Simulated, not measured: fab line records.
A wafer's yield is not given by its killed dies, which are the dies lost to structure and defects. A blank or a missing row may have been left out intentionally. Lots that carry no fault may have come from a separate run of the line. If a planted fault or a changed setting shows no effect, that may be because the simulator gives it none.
fab line records ; flow sky130
record lots=6; wafers=18; last_day=50
route steps=708 shown VIA1@475 METAL2@483
lots with no fault: from the same line, run without faults
start_h: hours from the record's first day to the start of the lot's first wafer shown ; wait_h: time in hours since the lot's previous step ; " same as the row above ; L1.1+2: a row that stands for several wafers ; - no value, or no start given ; * or withheld: withheld ; < > ~ a bound
route shown NAME@n: NAME is a module with steps in the file, n the number in the route of the first one ; usual: mean/standard deviation taken from wafers without a fault ; same: alike in all rows ; chamber/n: place in a boat ; sites: each site's reading ; _std_site: standard deviation across them ; _edge_site: inner sites' mean taken away from outer sites' mean ; radius_mm: for every site, how far away it sits from the centre of the wafer ; mask NAME#n: copy n ; behind: the most recent tool/chamber to have shaped the wafer ; hold: cause of the lot's hold/its duration in hours/its outcome ; device: transistor that didn't switch, given as n, p or np ; end of line: the tests these same wafers got at the end of their route ; a step with no rows: only its recipe ; killed: dies lost to structure and defects at the first sort, not the wafer's yield ; map: the dies of a wafer, with x for killed, . for not killed, _ for no die there
set.NAME: the run value of the setting; set.NAME@STEP: its run value at that earlier step ; model.NAME: the simulator's own value behind a step, which no gauge read
a table for each step, a row for each wafer; lots at some steps of the route
services: the hour from which a tool's chamber was out of use, counted from the record's first day as start_h (under 0 if before that day), plus the number of hours and why
## steps
# step SKY_VIA1_STRIP_17
# recipe chemistry=post_etch_residue_remover; time_s=1200; temp_c=72.5
# step SKY_VIA1_CLEAN_18
# recipe chemistry=IPA; time_s=180; temp_c=25
# step SKY_VIA1_CLEAN_19
# recipe chemistry=O3/DIW; dry=n2_spin
# step SKY_VIA1_SPUTTER_20
# recipe material=TiN; target_thk_nm=20; chamber_pressure_pa=5; power_w=4000; time_s=80
# step SKY_VIA1_CVD_21
# recipe material=W; target_thk_nm=270; time_s=80.902; temp_c=400; pressure_torr=40
# step SKY_VIA1_RS_MEAS_22
# recipe thk_meas_gauge=four-point-probe; reads=W_of_VIA1_CVD_21+TiN_of_VIA1_SPUTTER_20
# usual VIA1_W_RS=0.427/0.0053
lot.wafer;tool;chamber;start_h;wait_h;VIA1_W_RS[ohm/sq]
L467.3;film_metro-02;-;835.48;0.1;0.432
L467.5;film_metro-02;-;835.48;0.1;0.426
L467.6;film_metro-02;-;835.48;0.1;0.430
L473.1;film_metro-04;-;886.45;0.1;0.430
L473.2;film_metro-04;-;886.45;0.1;0.426
L473.5;film_metro-04;-;886.45;0.1;0.422
L479.1;film_metro-02;-;934.10;0.1;0.419
L479.3;film_metro-02;-;934.10;0.1;0.430
L479.5;film_metro-02;-;934.10;0.1;0.428
L480.2;film_metro-03;-;945.26;0.1;0.427
L480.3;film_metro-03;-;945.26;0.1;0.432
L480.4;film_metro-03;-;945.26;0.1;0.440
L481.3;film_metro-03;-;947.66;0.1;0.427
L481.4;film_metro-03;-;947.66;0.1;0.427
L481.6;film_metro-03;-;947.66;0.1;0.426
L482.3;film_metro-03;-;952.26;0.1;0.429
L482.5;film_metro-03;-;952.26;0.1;0.425
L482.6;film_metro-03;-;952.26;0.1;0.429
# step SKY_VIA1_THK_MEAS_23
# recipe thk_meas_gauge=xrf; reads=W_of_VIA1_CVD_21
# usual VIA1_W_THK=273/4.7
lot.wafer;tool;chamber;start_h;wait_h;VIA1_W_THK[nm]
L467.3;film_metro-02;-;835.58;0.1;265
L467.5;film_metro-02;-;835.58;0.1;267
L467.6;film_metro-02;-;835.58;0.1;266
L473.1;film_metro-04;-;886.57;0.1;273
L473.2;film_metro-04;-;886.57;0.1;276
L473.5;film_metro-04;-;886.57;0.1;278
L479.1;film_metro-02;-;934.22;0.1;278
L479.3;film_metro-02;-;934.22;0.1;271
L479.5;film_metro-02;-;934.22;0.1;271
L480.2;film_metro-03;-;945.37;0.1;276
L480.3;film_metro-03;-;945.37;0.1;274
L480.4;film_metro-03;-;945.37;0.1;269
L481.3;film_metro-03;-;947.76;0.1;276
L481.4;film_metro-03;-;947.76;0.1;276
L481.6;film_metro-03;-;947.76;0.1;276
L482.3;film_metro-03;-;952.36;0.1;274
L482.5;film_metro-03;-;952.36;0.1;279
L482.6;film_metro-03;-;952.36;0.1;275
# step SKY_VIA1_CMP_24
# recipe stop_on=SiO2; t_overpolish_s=15; down_force_psi=3.5; platen_rpm=60; target_thk_nm=0; pad_velocity_m_s=0.94248
# usual motor_current_A=10.7/0.78; overpolish_run_s=15.001/0.0086; retaining_ring_pressure_frac=1.000/0.0049; time_to_endpoint_s=66.1/2.9
lot.wafer;tool;chamber;start_h;wait_h;motor_current_A;overpolish_run_s;retaining_ring_pressure_frac;time_to_endpoint_s
L467.3;cmp-01;0;835.71;0.1;12.7;14.996;1.006;65.1
L467.6;cmp-01;3;835.71;0.1;11.2;15.001;1.014;66.2
L467.5;cmp-01;0;835.71;0.1;11.6;15.007;0.995;66.5
L473.2;cmp-01;3;886.68;0.1;11.0;15.003;0.994;63.8
L473.1;cmp-01;0;886.68;0.1;12.0;15.008;0.988;65.1
L473.5;cmp-01;2;886.68;0.1;10.3;15.001;0.990;63.8
L479.3;cmp-01;3;934.28;0.0;11.2;14.998;1.005;61.8
L479.1;cmp-01;2;934.28;0.0;10.5;15.002;1.003;66.5
L479.5;cmp-01;0;934.28;0.0;12.3;14.994;1.006;63.2
L480.3;cmp-01;3;945.42;0.0;11.4;14.989;1.006;58.6
L480.4;cmp-01;1;945.42;0.0;10.5;14.996;1.006;62.9
L480.2;cmp-01;2;945.42;0.0;10.9;15.009;0.996;62.2
L481.4;cmp-02;1;947.85;0.1;8.8;14.997;0.993;64.6
L481.3;cmp-02;2;947.85;0.1;10.6;15.011;1.001;66.8
L481.6;cmp-02;0;947.85;0.1;11.1;14.996;1.004;69.3
L482.3;cmp-02;3;952.40;0.0;11.0;14.985;0.999;65.6
L482.5;cmp-02;3;952.40;0.0;11.1;15.007;0.998;63.1
L482.6;cmp-02;0;952.40;0.0;10.6;14.999;1.005;67.1
# step SKY_METAL2_SPUTTER_00
# recipe material=Ti; target_thk_nm=15; power_w=3000; time_s=10; chamber_pressure_pa=0.4
# usual throttle_valve_pct=30.6/1.3
lot.wafer;tool;chamber;start_h;wait_h;throttle_valve_pct
L467.3;pvd_sputter-01;-;835.96;0.2;30.0
L467.5;pvd_sputter-01;-;835.96;0.2;30.2
L467.6;pvd_sputter-01;-;835.96;0.2;29.0
L473.1;pvd_sputter-04;-;886.93;0.1;32.2
L473.2;pvd_sputter-04;-;886.93;0.1;32.1
L473.5;pvd_sputter-04;-;886.93;0.1;32.2
L479.1;pvd_sputter-01;-;934.58;0.1;30.5
L479.3;pvd_sputter-01;-;934.58;0.1;28.6
L479.5;pvd_sputter-01;-;934.58;0.1;30.2
L480.2;pvd_sputter-04;-;945.72;0.1;30.9
L480.3;pvd_sputter-04;-;945.72;0.1;32.0
L480.4;pvd_sputter-04;-;945.72;0.1;31.0
L481.3;pvd_sputter-04;-;948.10;0.1;32.3
L481.4;pvd_sputter-04;-;948.10;0.1;32.5
L481.6;pvd_sputter-04;-;948.10;0.1;31.0
L482.3;pvd_sputter-03;-;952.70;0.2;28.4
L482.5;pvd_sputter-03;-;952.70;0.2;32.7
L482.6;pvd_sputter-03;-;952.70;0.2;29.7
# step SKY_METAL2_SPUTTER_01
# recipe material=TiN; target_thk_nm=20; power_w=6500; time_s=16.7; chamber_pressure_pa=0.4
# usual throttle_valve_pct=30.6/1.4
lot.wafer;tool;chamber;start_h;wait_h;throttle_valve_pct
L467.3;pvd_sputter-01;-;835.98;0.0;30.2
L467.5;pvd_sputter-01;-;835.98;0.0;30.4
L467.6;pvd_sputter-01;-;835.98;0.0;28.6
L473.1;pvd_sputter-04;-;886.95;0.0;32.7
L473.2;pvd_sputter-04;-;886.95;0.0;32.3
L473.5;pvd_sputter-04;-;886.95;0.0;32.3
L479.1;pvd_sputter-01;-;934.60;0.0;30.1
L479.3;pvd_sputter-01;-;934.60;0.0;28.8
L479.5;pvd_sputter-01;-;934.60;0.0;30.2
L480.2;pvd_sputter-04;-;945.74;0.0;30.9
L480.3;pvd_sputter-04;-;945.74;0.0;32.4
L480.4;pvd_sputter-04;-;945.74;0.0;31.3
L481.3;pvd_sputter-04;-;948.13;0.0;32.3
L481.4;pvd_sputter-04;-;948.13;0.0;32.1
L481.6;pvd_sputter-04;-;948.13;0.0;30.9
L482.3;pvd_sputter-03;-;952.72;0.0;28.3
L482.5;pvd_sputter-03;-;952.72;0.0;32.4
L482.6;pvd_sputter-03;-;952.72;0.0;29.5
# step SKY_METAL2_SPUTTER_02
# recipe material=AlCu; target_thk_nm=250; power_w=10600; time_s=13.3; chamber_pressure_pa=0.4
# step SKY_METAL2_SPUTTER_03
# recipe material=Ti; target_thk_nm=5; power_w=3000; time_s=3.3; chamber_pressure_pa=0.4
# usual throttle_valve_pct=30.6/1.4
lot.wafer;tool;chamber;start_h;wait_h;throttle_valve_pct
L467.3;pvd_sputter-01;-;836.03;0.0;30.0
L467.5;pvd_sputter-01;-;836.03;0.0;30.2
L467.6;pvd_sputter-01;-;836.03;0.0;29.0
L473.1;pvd_sputter-04;-;887.00;0.0;32.3
L473.2;pvd_sputter-04;-;887.00;0.0;32.3
L473.5;pvd_sputter-04;-;887.00;0.0;32.5
L479.1;pvd_sputter-01;-;934.65;0.0;30.2
L479.3;pvd_sputter-01;-;934.65;0.0;28.8
L479.5;pvd_sputter-01;-;934.65;0.0;30.2
L480.2;pvd_sputter-04;-;945.79;0.0;30.6
L480.3;pvd_sputter-04;-;945.79;0.0;32.5
L480.4;pvd_sputter-04;-;945.79;0.0;30.9
L481.3;pvd_sputter-04;-;948.18;0.0;32.5
L481.4;pvd_sputter-04;-;948.18;0.0;32.2
L481.6;pvd_sputter-04;-;948.18;0.0;30.9
L482.3;pvd_sputter-03;-;952.77;0.0;28.6
L482.5;pvd_sputter-03;-;952.77;0.0;32.3
L482.6;pvd_sputter-03;-;952.77;0.0;29.6
# step SKY_METAL2_SPUTTER_04
# recipe material=TiN; target_thk_nm=70; power_w=6500; time_s=58.3; chamber_pressure_pa=0.4
# usual throttle_valve_pct=30.6/1.4
lot.wafer;tool;chamber;start_h;wait_h;throttle_valve_pct;model.TiN_of_METAL2_SPUTTER_04.thk_nm
L467.3;pvd_sputter-01;-;836.05;0.0;30.1;69.3
L467.5;pvd_sputter-01;-;836.05;0.0;30.1;69.28
L467.6;pvd_sputter-01;-;836.05;0.0;28.9;69.21
L473.1;pvd_sputter-04;-;887.02;0.0;32.1;69.79
L473.2;pvd_sputter-04;-;887.02;0.0;32.4;69.22
L473.5;pvd_sputter-04;-;887.02;0.0;32.6;69.6
L479.1;pvd_sputter-01;-;934.67;0.0;29.9;69.85
L479.3;pvd_sputter-01;-;934.67;0.0;28.4;69.84
L479.5;pvd_sputter-01;-;934.67;0.0;29.9;70.29
L480.2;pvd_sputter-04;-;945.81;0.0;30.6;69.34
L480.3;pvd_sputter-04;-;945.81;0.0;32.3;54.15
L480.4;pvd_sputter-04;-;945.81;0.0;31.0;70.1
L481.3;pvd_sputter-04;-;948.20;0.0;32.3;54.55
L481.4;pvd_sputter-04;-;948.20;0.0;32.0;69.81
L481.6;pvd_sputter-04;-;948.20;0.0;31.2;70.31
L482.3;pvd_sputter-03;-;952.79;0.0;28.2;70.54
L482.5;pvd_sputter-03;-;952.79;0.0;32.5;69.88
L482.6;pvd_sputter-03;-;952.79;0.0;29.6;70.55
# step SKY_METAL2_RS_MEAS_05
# recipe thk_meas_gauge=four-point-probe; reads=TiN_of_METAL2_SPUTTER_04+Ti_of_METAL2_SPUTTER_03+AlCu_of_METAL2_SPUTTER_02+TiN_of_METAL2_SPUTTER_01+Ti_of_METAL2_SPUTTER_00
# usual METAL2_ALCU_RS=0.1274/0.0016
lot.wafer;tool;chamber;start_h;wait_h;METAL2_ALCU_RS[ohm/sq]
L467.3;film_metro-02;-;836.14;0.1;0.1266
L467.5;film_metro-02;-;836.14;0.1;0.1250
L467.6;film_metro-02;-;836.14;0.1;0.1241
L473.1;film_metro-01;-;887.07;0.0;0.1275
L473.2;film_metro-01;-;887.07;0.0;0.1271
L473.5;film_metro-01;-;887.07;0.0;0.1264
L479.1;film_metro-01;-;934.72;0.0;0.1283
L479.3;film_metro-01;-;934.72;0.0;0.1273
L479.5;film_metro-01;-;934.72;0.0;0.1277
L480.2;film_metro-02;-;945.88;0.0;0.1274
L480.3;film_metro-02;-;945.88;0.0;0.1274
L480.4;film_metro-02;-;945.88;0.0;0.1272
L481.3;film_metro-03;-;948.28;0.1;0.1279
L481.4;film_metro-03;-;948.28;0.1;0.1272
L481.6;film_metro-03;-;948.28;0.1;0.1292
L482.3;film_metro-03;-;952.88;0.1;0.1281
L482.5;film_metro-03;-;952.88;0.1;0.1280
L482.6;film_metro-03;-;952.88;0.1;0.1260
# step SKY_METAL2_THK_MEAS_06
# recipe thk_meas_gauge=xrf; reads=AlCu_of_METAL2_SPUTTER_02
# usual METAL2_ALCU_THK=248/3.1
lot.wafer;tool;chamber;start_h;wait_h;METAL2_ALCU_THK[nm]
L467.3;film_metro-02;-;836.24;0.1;249
L467.5;film_metro-02;-;836.24;0.1;254
L467.6;film_metro-02;-;836.24;0.1;257
L473.1;film_metro-01;-;887.19;0.1;249
L473.2;film_metro-01;-;887.19;0.1;248
L473.5;film_metro-01;-;887.19;0.1;250
L479.1;film_metro-01;-;934.84;0.1;249
L479.3;film_metro-01;-;934.84;0.1;250
L479.5;film_metro-01;-;934.84;0.1;247
L480.2;film_metro-02;-;945.99;0.1;249
L480.3;film_metro-02;-;945.99;0.1;255
L480.4;film_metro-02;-;945.99;0.1;248
L481.3;film_metro-03;-;948.38;0.1;253
L481.4;film_metro-03;-;948.38;0.1;247
L481.6;film_metro-03;-;948.38;0.1;243
L482.3;film_metro-03;-;952.98;0.1;246
L482.5;film_metro-03;-;952.98;0.1;246
L482.6;film_metro-03;-;952.98;0.1;249
# step SKY_METAL2_DEHYDRATE_07
# recipe temp_c=200; time_s=60
# step SKY_METAL2_HMDS_08
# recipe prime_time_s=60; prime_temp_c=120
# step SKY_METAL2_COAT_09
# recipe resist=BARC; temp_c=withheld; time_s=withheld; spin_rpm=3000; resist_thk_nm=60
# step SKY_METAL2_COAT_10
# recipe resist=KrF-thick; spin_rpm=3000; resist_thk_nm=450
# step SKY_METAL2_SOFTBAKE_11
# recipe temp_c=100; time_s=90; resist=KrF-thick
# step SKY_METAL2_EXPOSE_12
# recipe mask_id=MM2; na=0.8; source_shape=annular; sigma_inner=0.55; sigma_outer=0.85; target_cd_nm=140; dose_mj=28
# step SKY_METAL2_PEB_13
# recipe peb_temp_c=withheld; peb_time_s=withheld; resist=KrF-thick
# step SKY_METAL2_DEVELOP_14
# recipe develop_time_s=60; resist=KrF-thick; dev_temp_c=21
# step SKY_METAL2_CD_MEAS_15
# recipe target_cd_nm=140
# usual cd_nm=139.7/1.1
lot.wafer;tool;chamber;start_h;wait_h;cd_nm
L467.3;cd_sem-01;-;861.92;-;139.4
L467.5;cd_sem-01;-;861.92;-;139.7
L467.6;cd_sem-01;-;861.92;-;139.4
L473.1;cd_sem-02;-;913.19;-;141.7
L473.2;cd_sem-02;-;913.19;-;141.0
L473.5;cd_sem-02;-;913.19;-;140.4
L479.1;cd_sem-02;-;958.74;-;139.7
L479.3;cd_sem-02;-;958.74;-;138.1
L479.5;cd_sem-02;-;958.74;-;139.2
L480.2;cd_sem-02;-;969.71;-;138.6
L480.3;cd_sem-02;-;969.71;-;138.3
L480.4;cd_sem-02;-;969.71;-;139.9
L481.3;cd_sem-01;-;972.93;-;139.6
L481.4;cd_sem-01;-;972.93;-;138.7
L481.6;cd_sem-01;-;972.93;-;140.0
L482.3;cd_sem-02;-;976.98;-;139.3
L482.5;cd_sem-02;-;976.98;-;140.3
L482.6;cd_sem-02;-;976.98;-;140.8
# step SKY_METAL2_OVL_MEAS_16
# usual METAL2_OVL=1/6.6
lot.wafer;tool;chamber;start_h;wait_h;METAL2_OVL[nm]
L467.3;overlay-01;-;862.01;0.1;-9
L467.5;overlay-01;-;862.01;0.1;-5
L467.6;overlay-01;-;862.01;0.1;-17
L473.1;overlay-02;-;913.31;0.1;6
L473.2;overlay-02;-;913.31;0.1;4
L473.5;overlay-02;-;913.31;0.1;10
L479.1;overlay-02;-;958.86;0.1;5
L479.3;overlay-02;-;958.86;0.1;-2
L479.5;overlay-02;-;958.86;0.1;-1
L480.2;overlay-02;-;969.82;0.1;0
L480.3;overlay-02;-;969.82;0.1;9
L480.4;overlay-02;-;969.82;0.1;-3
L481.3;overlay-01;-;973.02;0.1;1
L481.4;overlay-01;-;973.02;0.1;-9
L481.6;overlay-01;-;973.02;0.1;-6
L482.3;overlay-01;-;977.07;0.1;3
L482.5;overlay-01;-;977.07;0.1;-1
L482.6;overlay-01;-;977.07;0.1;6
# step SKY_METAL2_DESCUM_17
# recipe chemistry=O2; source_power_w=150; bias_power_w=0; pressure_mtorr=10; temp_c=40; time_s=8
# step SKY_METAL2_ETCH_18
# recipe chemistry=N2/H2; target=BARC; ion_energy_ev=200; bias_w=100; pressure_mtorr=30; n2_flow_sccm=100; h2_flow_sccm=200; icp_w=500; stop_on=SiO2; time_s=45.9; target_depth_a=600
# usual drypump_motor_current_A=6.1/0.32; oes_product_au=0.855/0.0047; throttle_valve_pct=13.225/0.0091
lot.wafer;tool;chamber;start_h;wait_h;drypump_motor_current_A;oes_product_au;rf_hours_counter_h;throttle_valve_pct
L467.3;rie_metal-01;0;862.09;0.0;6.2;0.860;-;13.218
L467.5;rie_metal-01;1;862.09;0.0;6.0;0.864;-;13.225
L467.6;rie_metal-01;0;862.09;0.0;6.2;0.865;-;13.222
L473.1;rie_metal-01;0;913.38;0.0;6.2;0.855;11;13.228
L473.2;rie_metal-01;1;913.38;0.0;6.1;0.851;6;13.238
L473.5;rie_metal-01;1;913.38;0.0;6.0;0.861;-;13.222
L479.1;rie_metal-03;1;958.93;0.0;5.5;0.856;1;13.223
L479.3;rie_metal-03;0;958.93;0.0;6.3;0.846;-;13.222
L479.5;rie_metal-03;1;958.93;0.0;5.5;0.854;-;13.234
L480.2;rie_metal-02;1;969.88;0.0;6.6;0.856;9;13.221
L480.3;rie_metal-02;0;969.88;0.0;5.8;0.848;-;13.220
L480.4;rie_metal-02;1;969.88;0.0;6.6;0.855;-;13.224
L481.3;rie_metal-01;0;973.10;0.0;6.2;0.850;-;13.235
L481.4;rie_metal-01;1;973.10;0.0;6.0;0.850;-;13.216
L481.6;rie_metal-01;0;973.10;0.0;6.2;0.847;-;13.240
L482.3;rie_metal-01;0;977.15;0.0;6.2;0.858;-;13.236
L482.5;rie_metal-01;0;977.15;0.0;6.2;0.856;-;13.222
L482.6;rie_metal-01;1;977.15;0.0;6.0;0.853;-;13.220
# step SKY_METAL2_METAL_ETCH_19
# recipe target_depth_a=3600; stop_on=SiO2; over_etch_frac=0.3; time_s=78; chemistry=Cl2/BCl3; resist_sidewall_deg=88; pressure_mtorr=10; icp_w=900; bias_w=48.5; Cl2_flow_sccm=60; bcl3_flow_sccm=30
# step SKY_METAL2_STRIP_20
# recipe chemistry=O2/N2; power_w=1400; pressure_mtorr=1500; platen_temp_c=withheld; o2_flow_sccm=3000; n2_flow_sccm=300; overash_fraction=0.5
# step SKY_METAL2_STRIP_21
# recipe chemistry=post_etch_residue_remover; time_s=1200; temp_c=72.5
lot.wafer;tool;chamber;start_h;wait_h;model.TiN_of_METAL2_SPUTTER_04.thk_nm
L467.3;wet_bench-01;2;862.32;0.0;68.89
L467.5;wet_bench-01;2;862.32;0.0;68.86
L467.6;wet_bench-01;2;862.32;0.0;68.8
L473.1;wet_bench-02;2;913.63;0.1;69.37
L473.2;wet_bench-02;2;913.63;0.1;68.8
L473.5;wet_bench-02;2;913.63;0.1;69.18
L479.1;wet_bench-03;0;959.18;0.1;69.43
L479.3;wet_bench-03;0;959.18;0.1;69.42
L479.5;wet_bench-03;0;959.18;0.1;69.87
L480.2;wet_bench-02;1;970.13;0.1;68.92
L480.3;wet_bench-02;1;970.13;0.1;53.73
L480.4;wet_bench-02;1;970.13;0.1;69.68
L481.3;wet_bench-03;2;973.33;0.0;54.13
L481.4;wet_bench-03;2;973.33;0.0;69.39
L481.6;wet_bench-03;2;973.33;0.0;69.89
L482.3;wet_bench-01;3;977.38;0.0;70.12
L482.5;wet_bench-01;3;977.38;0.0;69.45
L482.6;wet_bench-01;3;977.38;0.0;70.13
# step SKY_METAL2_CLEAN_22
# recipe chemistry=IPA; time_s=180; temp_c=25
## services
tool;chamber;start_h;hours;kind
pvd_sputter-01;-;821.99;3.1;repair
cmp-02;-;834.53;3.8;repair
pvd_sputter-01;-;843.82;2.5;repair
cmp-01;-;849.31;3.4;repair
cmp-01;-;861.18;0.8;repair
wet_bench-01;-;868.47;1.9;pm
pvd_sputter-03;0;874.05;-;consumable_replace:kit
pvd_sputter-03;0;874.05;18.0;scheduled_down
pvd_sputter-03;0;874.05;18.0;vent_cycle
pvd_sputter-04;2;884.85;-;consumable_replace:kit
pvd_sputter-04;2;884.85;18.0;scheduled_down
pvd_sputter-04;2;884.85;18.0;vent_cycle
cmp-02;-;895.50;4.1;pm
cmp-01;-;900.53;0.6;repair
pvd_sputter-03;-;901.97;4.1;repair
cmp-02;-;912.14;4.0;pm
cmp-02;-;916.14;-;consumable_replace:conditioner
cmp-02;-;916.14;-;consumable_replace:pad
rie_metal-03;1;919.12;-;clean
rie_metal-03;1;919.12;22.6;scheduled_down
cmp-01;-;943.29;0.4;repair
rie_metal-01;-;944.44;1.2;repair
cmp-01;-;947.81;7.6;repair
cmp-01;-;956.24;6.8;pm
## key
first_sign none at tools or gauges
model_effect step=SKY_METAL2_SPUTTER_04; value=TiN_of_METAL2_SPUTTER_04.thk_nm; without=69.86; struck=54.35
model_effect step=SKY_METAL2_STRIP_21; value=TiN_of_METAL2_SPUTTER_04.thk_nm; without=69.43; struck=53.93
met_at SKY_METAL2_SPUTTER_04
struck_wafers L480.3,L481.3
onset_between 887.02 945.81
fault kind=process_parameter_drift; tool=pvd_sputter-04; chamber=-; onset_h=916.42; steps=SKY_METAL2_SPUTTER_04; channel=target_thk_nm; offset=-15.504; shape=step; end_h=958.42; acts_in=these_recipes_only; stated=70; scope=struck_wafers_only
